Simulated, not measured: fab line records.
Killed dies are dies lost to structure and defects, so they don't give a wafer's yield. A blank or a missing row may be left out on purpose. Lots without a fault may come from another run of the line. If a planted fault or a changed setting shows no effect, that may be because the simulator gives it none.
fab line records	flow sky130
record lots=13	wafers=39	last_day=50
route steps=708 shown LDD_HVP@287 POLY_CUT@316 SD_N@349 PAD_OPEN@708
lots with no fault: from the same line, run without faults
start_h: the number of hours between the record's first day and the start of the first shown wafer of the lot	wait_h: how many hours have passed since the lot's step before this one	" unchanged from the row above	L1.1+2: a single row standing in for several wafers	- no value present, or no start provided	* or withheld: withheld	< > ~ a bound
route shown NAME@n: a module of which the file shows steps, and the number in the route of the first	usual: the fault-free wafers' mean and standard deviation	same: alike in all rows	chamber/n: place in a boat	sites: readings site by site	_std_site: standard deviation of those values	_edge_site: inner sites' mean taken away from outer sites' mean	radius_mm: for every site, how far away it sits from the centre of the wafer	mask NAME#n: copy n	behind: the most recent tool/chamber to have shaped the wafer	hold: why the lot went on hold/how many hours it stayed there/how the hold came to an end	device: whichever transistor did not switch (one of n, p or np)	end of line: the route-end tests of the same wafers	for a step that has no rows: nothing shown but its recipe	killed: dies that structure and defects cost at the first sort, which is not the same as the wafer's yield	map: the dies of a wafer, with x for killed, . for not killed, _ for no die there
set.NAME: setting as actually run; set.NAME@STEP: the setting as run at that earlier step	model.NAME: the simulator's own value behind a step, which no gauge read
route steps across a sampled set of lots; one table per step, one row per wafer
services: when a tool's chamber went out of use (start_h, in hours from the record's first day, below 0 if earlier), for how many hours, and the reason
## steps
# step SKY_LDD_HVP_STRIP_09
# recipe chemistry=O2/N2	power_w=1400	pressure_mtorr=1500	platen_temp_c=withheld	o2_flow_sccm=3000	n2_flow_sccm=300	overash_fraction=0.5
# usual drypump_motor_current_A=6.0/0.55	oes_product_au=0.408/0.004	strip_time_to_endpoint_s=4.135/0.015
lot.wafer	tool	chamber	start_h	wait_h	drypump_motor_current_A	oes_product_au	rf_hours_counter_h	strip_time_to_endpoint_s
L435.1	plasma_asher-01	1	507.26	0.1	5.7	0.405	7	4.131
L435.3	"	1	"	"	5.7	0.405	-	4.148
L435.6	"	0	"	"	6.5	0.410	-	4.127
L437.2	plasma_asher-02	0	526.36	0.1	5.1	0.409	41	4.117
L437.3	"	0	"	"	5.1	0.406	-	4.112
L437.4	"	1	"	"	6.6	0.409	-	4.127
L439.1	plasma_asher-02	1	544.84	0.1	6.6	0.406	43	4.147
L439.2	"	0	"	"	5.1	0.406	43	4.137
L439.3	"	0	"	"	5.1	0.415	-	4.154
L440.2	plasma_asher-02	0	551.28	0.1	5.1	0.409	44	4.119
L440.5	"	0	"	"	5.1	0.410	-	4.143
L440.6	"	1	"	"	6.6	0.413	-	4.126
L441.3	plasma_asher-01	0	562.00	0.1	6.4	0.408	-	4.147
L441.4	"	1	"	"	5.7	0.412	-	4.159
L441.6	"	0	"	"	6.4	0.406	-	4.135
L442.2	plasma_asher-02	1	579.51	0.1	6.5	0.406	47	4.095
L442.4	"	0	"	"	5.1	0.404	-	4.117
L442.5	"	1	"	"	6.6	0.411	-	4.095
L447.1	plasma_asher-01	0	615.56	0.1	6.5	0.411	18	4.131
L447.5	"	1	"	"	5.7	0.410	-	4.150
L447.6	"	0	"	"	6.5	0.412	-	4.108
L448.4	plasma_asher-01	0	621.19	0.1	6.5	0.406	-	4.135
L448.5	"	1	"	"	5.7	0.409	-	4.136
L448.6	"	0	"	"	6.5	0.410	-	4.160
L454.1	plasma_asher-03	1	662.96	0.1	5.7	0.408	95	4.137
L454.3	"	1	"	"	5.7	0.404	-	4.131
L454.6	"	1	"	"	5.7	0.402	-	4.126
L453.3	plasma_asher-02	1	666.34	0.1	6.6	0.408	-	4.126
L453.4	"	0	"	"	5.1	0.411	-	4.130
L453.5	"	0	"	"	5.1	0.409	-	4.134
L455.1	plasma_asher-02	0	677.16	0.1	5.1	0.407	58	4.138
L455.2	"	1	"	"	6.6	0.405	58	4.117
L455.4	"	0	"	"	5.1	0.410	-	4.133
L456.1	plasma_asher-01	1	686.08	0.1	5.7	0.409	26	4.177
L456.2	"	0	"	"	6.5	0.414	26	4.145
L456.5	"	0	"	"	6.5	0.400	-	4.166
L457.2	plasma_asher-02	1	690.23	0.1	6.6	0.413	59	4.142
L457.3	"	1	"	"	6.6	0.405	-	4.137
L457.5	"	0	"	"	5.1	0.409	-	4.134
# step SKY_POLY_CUT_OVL_MEAS_09
# usual POLY_CUT_OVL=0/4.6
lot.wafer	tool	chamber	start_h	wait_h	POLY_CUT_OVL[nm]
L435.1	overlay-01	-	572.15	0.1	2
L435.3	"	-	"	"	2
L435.6	"	-	"	"	2
L437.2	overlay-02	-	589.07	0.1	-6
L437.3	"	-	"	"	-2
L437.4	"	-	"	"	3
L439.1	overlay-02	-	608.10	0.1	-2
L439.2	"	-	"	"	3
L439.3	"	-	"	"	-5
L440.2	overlay-01	-	613.70	0.1	-4
L440.5	"	-	"	"	5
L440.6	"	-	"	"	-1
L441.3	overlay-02	-	624.18	0.1	-1
L441.4	"	-	"	"	-6
L441.6	"	-	"	"	-6
L442.2	overlay-02	-	640.80	0.1	-1
L442.4	"	-	"	"	2
L442.5	"	-	"	"	2
L447.1	overlay-01	-	676.47	0.1	-7
L447.5	"	-	"	"	-4
L447.6	"	-	"	"	-2
L448.4	overlay-01	-	681.53	0.1	4
L448.5	"	-	"	"	1
L448.6	"	-	"	"	4
L454.1	overlay-01	-	722.10	0.1	0
L454.3	"	-	"	"	3
L454.6	"	-	"	"	-1
L453.3	overlay-01	-	727.90	0.1	-2
L453.4	"	-	"	"	0
L453.5	"	-	"	"	-5
L455.1	overlay-02	-	736.67	0.1	-1
L455.2	"	-	"	"	-1
L455.4	"	-	"	"	3
L456.1	overlay-01	-	743.80	0.1	-3
L456.2	"	-	"	"	4
L456.5	"	-	"	"	4
L457.2	overlay-01	-	748.42	0.1	-5
L457.3	"	-	"	"	1
L457.5	"	-	"	"	2
# step SKY_SD_N_CD_MEAS_07
# recipe target_cd_nm=380
# usual cd_nm=379.3/2.5
lot.wafer	tool	chamber	start_h	wait_h	cd_nm
L435.1	cd_sem-02	-	660.90	0.1	378.2
L435.3	"	-	"	"	379.0
L435.6	"	-	"	"	376.5
L437.2	cd_sem-01	-	676.44	0.2	385.0
L437.3	"	-	"	"	382.8
L437.4	"	-	"	"	384.1
L439.1	cd_sem-02	-	696.80	0.1	379.5
L439.2	"	-	"	"	378.7
L439.3	"	-	"	"	377.7
L440.2	cd_sem-01	-	702.02	0.1	377.9
L440.5	"	-	"	"	382.3
L440.6	"	-	"	"	382.8
L441.3	cd_sem-01	-	709.79	0.1	378.4
L441.4	"	-	"	"	380.8
L441.6	"	-	"	"	382.4
L442.2	cd_sem-02	-	728.12	0.1	380.1
L442.4	"	-	"	"	383.4
L442.5	"	-	"	"	383.6
L447.1	cd_sem-02	-	760.43	0.1	378.2
L447.5	"	-	"	"	378.5
L447.6	"	-	"	"	376.0
L448.4	cd_sem-01	-	764.86	0.1	379.6
L448.5	"	-	"	"	378.7
L448.6	"	-	"	"	379.4
L454.1	cd_sem-02	-	801.95	0.1	376.8
L454.3	"	-	"	"	379.5
L454.6	"	-	"	"	380.0
L453.3	cd_sem-02	-	808.09	0.1	381.7
L453.4	"	-	"	"	380.7
L453.5	"	-	"	"	379.4
L455.1	cd_sem-02	-	815.73	0.1	379.4
L455.2	"	-	"	"	381.9
L455.4	"	-	"	"	381.9
L456.1	cd_sem-01	-	823.35	0.1	376.0
L456.2	"	-	"	"	375.3
L456.5	"	-	"	"	376.4
L457.2	cd_sem-01	-	827.22	0.1	380.5
L457.3	"	-	"	"	380.7
L457.5	"	-	"	"	381.8
# step SKY_SD_N_RTA_14
# recipe temp_c=1075	time_s=2	idle_temp_c=650	ramp_up_c_per_s=150	ramp_down_c_per_s=90	ambient=N2
# usual lamp_power_pct=15.73/0.052	wafer_temp_C_max=1078.1/1.2
lot.wafer	tool	chamber	start_h	wait_h	lamp_power_pct	wafer_temp_C_max
L435.1	rtp_anneal-02	0	661.56	0.0	15.78	1078.6
L435.3	"	0	"	"	15.79	1078.2
L435.6	"	0	"	"	15.77	1080.1
L437.2	rtp_anneal-02	0	677.10	0.0	15.72	1077.3
L437.3	"	0	"	"	15.65	1079.1
L437.4	"	0	"	"	15.76	1078.6
L439.1	rtp_anneal-02	0	697.46	0.0	15.70	1079.1
L439.2	"	0	"	"	15.73	1078.0
L439.3	"	0	"	"	15.82	1076.7
L440.2	rtp_anneal-01	0	702.67	0.0	15.76	1077.3
L440.5	"	0	"	"	15.77	1075.8
L440.6	"	0	"	"	15.69	1077.8
L441.3	rtp_anneal-02	0	710.43	0.0	15.76	1077.8
L441.4	"	0	"	"	15.71	1080.2
L441.6	"	0	"	"	15.76	1079.4
L441.3	rtp_anneal-02	0	710.65	0.2	15.73	1076.5
L441.4	"	0	"	"	15.74	1077.3
L441.6	"	0	"	"	15.66	1077.8
L442.2	rtp_anneal-01	0	728.77	0.0	15.69	1076.8
L442.4	"	0	"	"	15.68	1077.7
L442.5	"	0	"	"	15.72	1078.0
L447.1	rtp_anneal-01	0	761.09	0.0	15.77	1078.1
L447.5	"	0	"	"	15.72	1078.6
L447.6	"	0	"	"	15.71	1078.7
L447.1	rtp_anneal-01	0	761.31	0.2	15.76	1077.6
L447.5	"	0	"	"	15.75	1078.9
L447.6	"	0	"	"	15.75	1074.7
L448.4	rtp_anneal-01	0	765.49	0.0	15.73	1080.5
L448.5	"	0	"	"	15.75	1079.2
L448.6	"	0	"	"	15.74	1077.7
L454.1	rtp_anneal-02	0	802.61	0.0	15.70	1075.7
L454.3	"	0	"	"	15.71	1077.0
L454.6	"	0	"	"	15.80	1076.7
L453.3	rtp_anneal-01	0	808.73	0.0	15.65	1078.3
L453.4	"	0	"	"	15.70	1078.6
L453.5	"	0	"	"	15.77	1077.9
L455.1	rtp_anneal-02	0	816.40	0.0	15.72	1077.7
L455.2	"	0	"	"	15.78	1079.3
L455.4	"	0	"	"	15.74	1077.4
L456.1	rtp_anneal-01	0	824.02	0.0	15.70	1078.4
L456.2	"	0	"	"	15.65	1079.9
L456.5	"	0	"	"	15.84	1078.1
L457.2	rtp_anneal-02	0	827.89	0.0	15.72	1077.7
L457.3	"	0	"	"	15.81	1076.8
L457.5	"	0	"	"	15.74	1079.0
# step SKY_PAD_OPEN_PROBE_99
# usual killed_at_M0_to_M3=43/7.3	killed_at_M4_up=3.2/1.9	killed_at_contacts=25/5.4	killed_at_front_end=16/4.4	killed_at_other=0.4/0.66	killed_dies=87/11	killed_on_rim=17/4.2	killed_open=48/7.9	killed_short=39/6.5
# same gross_dies=492	killed_at_back_side=0
lot.wafer	tool	chamber	start_h	wait_h	killed_at_M0_to_M3	killed_at_M4_up	killed_at_contacts	killed_at_front_end	killed_at_other	killed_dies	killed_on_rim	killed_open	killed_short
L435.1	prober-02	-	1090.82	0.1	49	6	27	20	0	102	12	54	47
L435.3	prober-02	-	1090.92	0.2	47	5	19	15	0	86	16	42	44
L435.6	prober-02	-	1091.07	0.2	57	4	29	12	0	102	20	55	45
L437.2	prober-02	-	1102.83	0.1	37	4	26	20	0	87	20	54	33
L437.3	prober-02	-	1102.88	0.2	31	5	32	15	0	83	9	50	33
L437.4	prober-02	-	1102.93	0.2	31	5	15	18	1	70	17	30	40
L439.1	prober-01	-	1115.62	0.1	49	1	26	16	0	92	19	54	38
L439.2	prober-01	-	1115.67	0.1	35	1	25	10	1	72	17	36	34
L439.3	prober-01	-	1115.72	0.2	45	3	21	21	0	90	17	47	42
L440.2	prober-02	-	1118.92	0.1	33	5	25	12	0	75	12	46	29
L440.5	prober-02	-	1119.07	0.2	41	2	39	19	0	101	20	59	42
L440.6	prober-02	-	1119.12	0.2	41	3	35	16	1	96	9	58	38
L441.3	prober-02	-	1129.76	0.2	55	3	33	16	0	107	32	61	46
L441.4	prober-02	-	1129.81	0.2	56	7	30	14	2	109	20	62	47
L441.6	prober-02	-	1129.91	0.2	48	2	29	8	0	87	13	52	35
L442.2	prober-01	-	1140.47	0.1	43	3	31	17	0	94	19	63	31
L442.4	prober-01	-	1140.57	0.2	56	6	28	15	0	105	18	56	49
L442.5	prober-01	-	1140.62	0.2	43	2	17	19	0	81	18	47	34
L447.1	prober-02	-	1165.50	0.1	41	3	25	15	0	84	17	44	40
L447.5	prober-02	-	1165.70	0.2	34	0	23	17	0	74	18	39	35
L447.6	prober-02	-	1165.75	0.2	29	4	25	7	0	65	12	35	30
L448.4	prober-01	-	1166.77	0.2	47	3	22	12	1	85	9	44	40
L448.5	prober-01	-	1166.82	0.2	37	3	24	8	0	72	12	36	36
L448.6	prober-01	-	1166.87	0.2	57	9	19	16	0	101	20	51	50
L454.1	prober-02	-	1189.46	0.1	29	2	23	8	0	62	8	29	33
L454.3	prober-02	-	1189.56	0.2	40	3	25	10	1	79	13	49	29
L454.6	prober-02	-	1189.71	0.2	42	1	24	17	0	84	14	43	41
L453.3	prober-01	-	1195.65	0.2	45	4	25	15	1	90	17	55	35
L453.4	prober-01	-	1195.70	0.2	52	0	28	7	1	88	21	42	45
L453.5	prober-01	-	1195.75	0.2	39	5	17	12	1	74	16	38	36
L455.1	prober-02	-	1200.16	0.1	42	6	19	17	0	84	19	47	37
L455.2	prober-02	-	1200.21	0.1	32	2	16	14	2	66	10	39	27
L455.4	prober-02	-	1200.31	0.2	42	2	17	14	0	75	15	40	35
L456.1	prober-01	-	1204.95	0.1	39	5	19	22	0	85	11	43	41
L456.2	prober-01	-	1205.00	0.1	36	6	21	17	0	80	20	41	38
L456.5	prober-01	-	1205.15	0.2	55	7	25	16	1	104	19	57	45
L457.2	prober-02	-	1206.50	0.1	39	2	26	20	0	87	13	49	38
L457.3	prober-02	-	1206.55	0.2	40	5	24	18	0	87	15	43	44
L457.5	prober-02	-	1206.65	0.2	43	2	28	19	0	92	20	38	53
# killed by level:class
L435.1 CONTACT:geometric_particle:open=11 VIA1:geometric_particle:open=10 METAL2:geometric_particle:short=9 METAL1:geometric_particle:short=8 VIA2:geometric_particle:open=8 LI_CONTACT:geometric_particle:open=7 FIELD_ISO:geometric_particle:short=6 VIA1:geometric_particle:short=5
L435.3 VIA1:geometric_particle:open=9 CONTACT:geometric_particle:open=8 VIA3:geometric_particle:open=8 METAL1:geometric_particle:short=7 VIA1:geometric_particle:short=7 FIELD_ISO:geometric_particle:open=6 FIELD_ISO:geometric_particle:short=6 CONTACT:geometric_particle:short=5
L435.6 VIA3:geometric_particle:open=11 VIA2:geometric_particle:open=11 CONTACT:geometric_particle:open=9 LI_CONTACT:geometric_particle:open=7 CONTACT:geometric_particle:short=7 VIA2:geometric_particle:short=7 VIA1:geometric_particle:open=7 FIELD_ISO:geometric_particle:open=6
L437.2 LI_CONTACT:geometric_particle:open=11 VIA2:geometric_particle:open=10 VIA1:geometric_particle:open=8 POLY_GATE:geometric_particle:open=6 CONTACT:geometric_particle:open=6 FIELD_ISO:geometric_particle:open=5 VIA3:geometric_particle:short=5 POLY_GATE:geometric_particle:short=4
L437.3 VIA2:geometric_particle:open=11 LI_CONTACT:geometric_particle:open=9 CONTACT:geometric_particle:open=7 LOCAL_INTERCONNECT:geometric_particle:short=6 CONTACT:geometric_particle:short=6 VIA1:geometric_particle:open=6 VIA3:geometric_particle:open=4 FIELD_ISO:geometric_particle:short=3
L437.4 POLY_GATE:geometric_particle:short=6 LOCAL_INTERCONNECT:geometric_particle:short=6 VIA1:geometric_particle:short=6 POLY_GATE:geometric_particle:open=5 METAL2:geometric_particle:short=5 VIA2:geometric_particle:open=5 METAL4:geometric_particle:short=4 LI_CONTACT:geometric_particle:open=3
L439.1 VIA1:geometric_particle:open=13 LI_CONTACT:geometric_particle:open=11 VIA1:geometric_particle:short=7 VIA3:geometric_particle:open=7 CONTACT:geometric_particle:open=6 FIELD_ISO:geometric_particle:short=5 METAL1:geometric_particle:short=5 METAL2:geometric_particle:open=5
L439.2 VIA1:geometric_particle:open=11 LI_CONTACT:geometric_particle:open=8 CONTACT:geometric_particle:short=6 VIA2:geometric_particle:open=6 LI_CONTACT:geometric_particle:short=4 POLY_GATE:geometric_particle:short=3 LOCAL_INTERCONNECT:geometric_particle:short=3 CONTACT:geometric_particle:open=3
L439.3 VIA1:geometric_particle:open=10 FIELD_ISO:geometric_particle:open=7 CONTACT:geometric_particle:open=7 VIA2:geometric_particle:open=6 VIA1:geometric_particle:short=6 FIELD_ISO:geometric_particle:short=5 LOCAL_INTERCONNECT:geometric_particle:short=5 VIA3:geometric_particle:open=5
L440.2 CONTACT:geometric_particle:open=12 VIA1:geometric_particle:open=7 VIA3:geometric_particle:open=6 LI_CONTACT:geometric_particle:short=5 METAL1:geometric_particle:short=5 VIA1:geometric_particle:short=5 FIELD_ISO:geometric_particle:short=4 LI_CONTACT:geometric_particle:open=4
L440.5 LI_CONTACT:geometric_particle:open=13 CONTACT:geometric_particle:open=9 VIA1:geometric_particle:open=9 FIELD_ISO:geometric_particle:open=8 VIA2:geometric_particle:open=8 CONTACT:geometric_particle:short=7 LOCAL_INTERCONNECT:geometric_particle:short=5 VIA1:geometric_particle:short=5
L440.6 LI_CONTACT:geometric_particle:open=15 VIA1:geometric_particle:open=9 VIA3:geometric_particle:open=8 CONTACT:geometric_particle:short=7 CONTACT:geometric_particle:open=7 METAL1:geometric_particle:short=6 FIELD_ISO:geometric_particle:open=5 POLY_GATE:geometric_particle:open=4
L441.3 CONTACT:geometric_particle:open=18 VIA1:geometric_particle:open=15 METAL1:geometric_particle:short=8 VIA2:geometric_particle:open=8 CONTACT:geometric_particle:short=7 VIA3:geometric_particle:open=6 METAL2:geometric_particle:short=6 FIELD_ISO:geometric_particle:short=5
L441.4 VIA1:geometric_particle:open=16 CONTACT:geometric_particle:open=13 VIA3:geometric_particle:open=7 METAL4:geometric_particle:short=7 FIELD_ISO:geometric_particle:open=6 LI_CONTACT:geometric_particle:open=6 METAL2:geometric_particle:short=6 LOCAL_INTERCONNECT:geometric_particle:short=5
L441.6 CONTACT:geometric_particle:open=10 LI_CONTACT:geometric_particle:open=9 VIA1:geometric_particle:open=9 VIA3:geometric_particle:open=8 VIA2:geometric_particle:open=6 LI_CONTACT:geometric_particle:short=5 METAL2:geometric_particle:short=5 VIA2:geometric_particle:short=5
L442.2 VIA1:geometric_particle:open=12 VIA2:geometric_particle:open=11 CONTACT:geometric_particle:open=9 VIA3:geometric_particle:open=8 LI_CONTACT:geometric_particle:open=7 LOCAL_INTERCONNECT:geometric_particle:short=6 FIELD_ISO:geometric_particle:short=5 CONTACT:geometric_particle:short=5
L442.4 VIA1:geometric_particle:open=14 CONTACT:geometric_particle:open=11 VIA1:geometric_particle:short=8 VIA3:geometric_particle:open=8 LI_CONTACT:geometric_particle:open=7 LOCAL_INTERCONNECT:geometric_particle:short=6 VIA2:geometric_particle:open=6 METAL4:geometric_particle:short=6
L442.5 VIA1:geometric_particle:open=14 CONTACT:geometric_particle:open=9 VIA2:geometric_particle:open=7 FIELD_ISO:geometric_particle:open=5 POLY_GATE:geometric_particle:open=5 FIELD_ISO:geometric_particle:short=4 POLY_GATE:geometric_particle:short=4 METAL1:geometric_particle:short=4
L447.1 VIA2:geometric_particle:open=8 LI_CONTACT:geometric_particle:open=7 VIA1:geometric_particle:open=6 VIA3:geometric_particle:open=6 POLY_GATE:geometric_particle:open=5 LI_CONTACT:geometric_particle:short=5 METAL2:geometric_particle:short=5 CONTACT:geometric_particle:short=5
L447.5 LI_CONTACT:geometric_particle:open=7 CONTACT:geometric_particle:open=7 VIA1:geometric_particle:open=7 POLY_GATE:geometric_particle:short=6 VIA1:geometric_particle:short=5 VIA3:geometric_particle:open=5 VIA2:geometric_particle:open=5 LOCAL_INTERCONNECT:geometric_particle:short=4
L447.6 CONTACT:geometric_particle:open=10 LI_CONTACT:geometric_particle:open=7 VIA3:geometric_particle:open=6 CONTACT:geometric_particle:short=5 METAL1:geometric_particle:short=4 METAL3:geometric_particle:short=4 LOCAL_INTERCONNECT:geometric_particle:short=3 VIA1:geometric_particle:open=3
L448.4 VIA1:geometric_particle:open=9 METAL2:geometric_particle:short=7 VIA2:geometric_particle:open=7 VIA3:geometric_particle:open=6 FIELD_ISO:geometric_particle:open=5 FIELD_ISO:geometric_particle:short=5 LI_CONTACT:geometric_particle:open=5 CONTACT:geometric_particle:short=5
L448.5 VIA1:geometric_particle:open=12 CONTACT:geometric_particle:open=8 LOCAL_INTERCONNECT:geometric_particle:short=6 METAL1:geometric_particle:short=6 LI_CONTACT:geometric_particle:open=5 VIA3:geometric_particle:open=4 METAL3:geometric_particle:short=4 LI_CONTACT:geometric_particle:short=3
L448.6 VIA1:geometric_particle:open=15 METAL2:geometric_particle:short=9 CONTACT:geometric_particle:short=7 CONTACT:geometric_particle:open=7 VIA3:geometric_particle:open=6 VIA2:geometric_particle:open=6 METAL4:geometric_particle:short=6 POLY_GATE:geometric_particle:short=5
L454.1 METAL2:geometric_particle:short=7 LI_CONTACT:geometric_particle:open=7 CONTACT:geometric_particle:open=6 CONTACT:geometric_particle:short=6 VIA1:geometric_particle:short=5 VIA2:geometric_particle:open=5 VIA1:geometric_particle:open=4 VIA2:geometric_particle:short=2
L454.3 CONTACT:geometric_particle:open=11 VIA3:geometric_particle:open=11 VIA1:geometric_particle:open=8 LI_CONTACT:geometric_particle:open=7 VIA2:geometric_particle:open=7 FIELD_ISO:geometric_particle:short=4 CONTACT:geometric_particle:short=4 METAL2:geometric_particle:short=4
L454.6 CONTACT:geometric_particle:open=9 VIA3:geometric_particle:open=7 FIELD_ISO:geometric_particle:short=6 METAL2:geometric_particle:short=6 VIA3:geometric_particle:short=6 LI_CONTACT:geometric_particle:open=5 LOCAL_INTERCONNECT:geometric_particle:short=5 VIA1:geometric_particle:open=5
L453.3 LI_CONTACT:geometric_particle:open=9 METAL1:geometric_particle:short=8 VIA3:geometric_particle:open=8 CONTACT:geometric_particle:open=6 VIA1:geometric_particle:open=6 VIA2:geometric_particle:open=6 FIELD_ISO:geometric_particle:open=5 LOCAL_INTERCONNECT:geometric_particle:open=5
L453.4 VIA1:geometric_particle:short=9 VIA2:geometric_particle:short=9 CONTACT:geometric_particle:open=8 LI_CONTACT:geometric_particle:open=7 VIA1:geometric_particle:open=7 VIA3:geometric_particle:open=7 VIA2:geometric_particle:open=6 LI_CONTACT:geometric_particle:short=5
L453.5 VIA1:geometric_particle:open=8 METAL1:geometric_particle:short=8 VIA2:geometric_particle:open=6 LOCAL_INTERCONNECT:geometric_particle:short=6 CONTACT:geometric_particle:open=6 POLY_GATE:geometric_particle:open=4 METAL3:geometric_particle:short=4 METAL4:geometric_particle:short=4
L455.1 CONTACT:geometric_particle:open=11 VIA3:geometric_particle:open=8 VIA1:geometric_particle:open=7 METAL1:geometric_particle:short=5 VIA2:geometric_particle:open=5 VIA3:geometric_particle:short=5 METAL4:geometric_particle:short=4 LI_CONTACT:geometric_particle:open=4
L455.2 VIA1:geometric_particle:open=8 LI_CONTACT:geometric_particle:open=6 VIA2:geometric_particle:open=6 CONTACT:geometric_particle:open=5 METAL1:geometric_particle:short=4 POLY_GATE:geometric_particle:open=3 POLY_GATE:geometric_particle:short=3 LOCAL_INTERCONNECT:geometric_particle:short=3
L455.4 VIA1:geometric_particle:open=11 METAL2:geometric_particle:short=6 VIA2:geometric_particle:open=6 LI_CONTACT:geometric_particle:open=5 VIA1:geometric_particle:short=5 POLY_GATE:geometric_particle:short=4 CONTACT:geometric_particle:open=4 FIELD_ISO:geometric_particle:short=3
L456.1 VIA3:geometric_particle:open=9 VIA2:geometric_particle:open=7 METAL1:geometric_particle:short=6 CONTACT:geometric_particle:open=6 FIELD_ISO:geometric_particle:open=5 FIELD_ISO:geometric_particle:short=4 POLY_GATE:geometric_particle:open=4 SPACER:geometric_particle:short=4
L456.2 VIA1:geometric_particle:open=10 LI_CONTACT:geometric_particle:open=8 CONTACT:geometric_particle:short=5 METAL2:geometric_particle:short=5 FIELD_ISO:geometric_particle:open=4 CONTACT:geometric_particle:open=4 METAL1:geometric_particle:short=4 VIA1:geometric_particle:short=4
L456.5 VIA1:geometric_particle:open=13 LI_CONTACT:geometric_particle:open=12 METAL2:geometric_particle:short=8 VIA3:geometric_particle:open=7 CONTACT:geometric_particle:open=7 METAL1:geometric_particle:short=6 VIA2:geometric_particle:short=4 VIA2:geometric_particle:open=4
L457.2 VIA1:geometric_particle:open=10 CONTACT:geometric_particle:open=9 VIA2:geometric_particle:open=7 POLY_GATE:geometric_particle:short=6 LI_CONTACT:geometric_particle:short=6 LI_CONTACT:geometric_particle:open=5 FIELD_ISO:geometric_particle:open=4 VIA3:geometric_particle:short=4
L457.3 CONTACT:geometric_particle:open=10 VIA3:geometric_particle:open=8 METAL1:geometric_particle:short=7 POLY_GATE:geometric_particle:open=6 CONTACT:geometric_particle:short=6 VIA1:geometric_particle:open=6 METAL2:geometric_particle:short=5 FIELD_ISO:geometric_particle:short=4
L457.5 METAL2:geometric_particle:short=11 CONTACT:geometric_particle:open=8 POLY_GATE:geometric_particle:short=6 LI_CONTACT:geometric_particle:short=6 VIA1:geometric_particle:open=6 VIA3:geometric_particle:open=6 LI_CONTACT:geometric_particle:open=5 FIELD_ISO:geometric_particle:short=5
## services
tool	chamber	start_h	hours	kind
plasma_asher-01	-	487.41	1.3	repair
plasma_asher-01	-	541.57	2.7	repair
plasma_asher-03	-	608.44	34.0	repair
plasma_asher-03	-	634.64	11.4	repair
rtp_anneal-01	-	708.20	0.8	pm
plasma_asher-03	-	708.66	5.0	repair
rtp_anneal-02	-	716.93	11.1	repair
plasma_asher-03	-	733.75	9.0	pm
plasma_asher-03	0	733.75	9.0	vent_cycle
plasma_asher-03	1	733.75	9.0	vent_cycle
plasma_asher-03	0	742.75	-	clean
plasma_asher-03	1	742.75	-	clean
plasma_asher-01	-	775.98	2.8	pm
plasma_asher-03	-	788.06	2.8	pm
## key
first_sign step=SKY_SD_N_RTA_14	reading=visit	direction=added
effect none on later readings
met_at SKY_SD_N_RTA_14
struck_lots L441,L447
tester_left_out L441,L447
not_acting_at SKY_LDD_HVP_STRIP_09,SKY_POLY_CUT_OVL_MEAS_09,SKY_SD_N_CD_MEAS_07
fault kind=repeated_step_whole	tool=rtp_anneal-01,rtp_anneal-02	chamber=-	onset_h=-	steps=SKY_SD_N_RTA_14	times=1	scope=struck_lots_only
# tester_left_out: of these lots the tester's yield and bins aren't shown, on N5 and GAA mostly nor the transistor test; their killed dies are dies lost to structure and defects alone, not to doping, threshold or leakage, so they don't give the yield
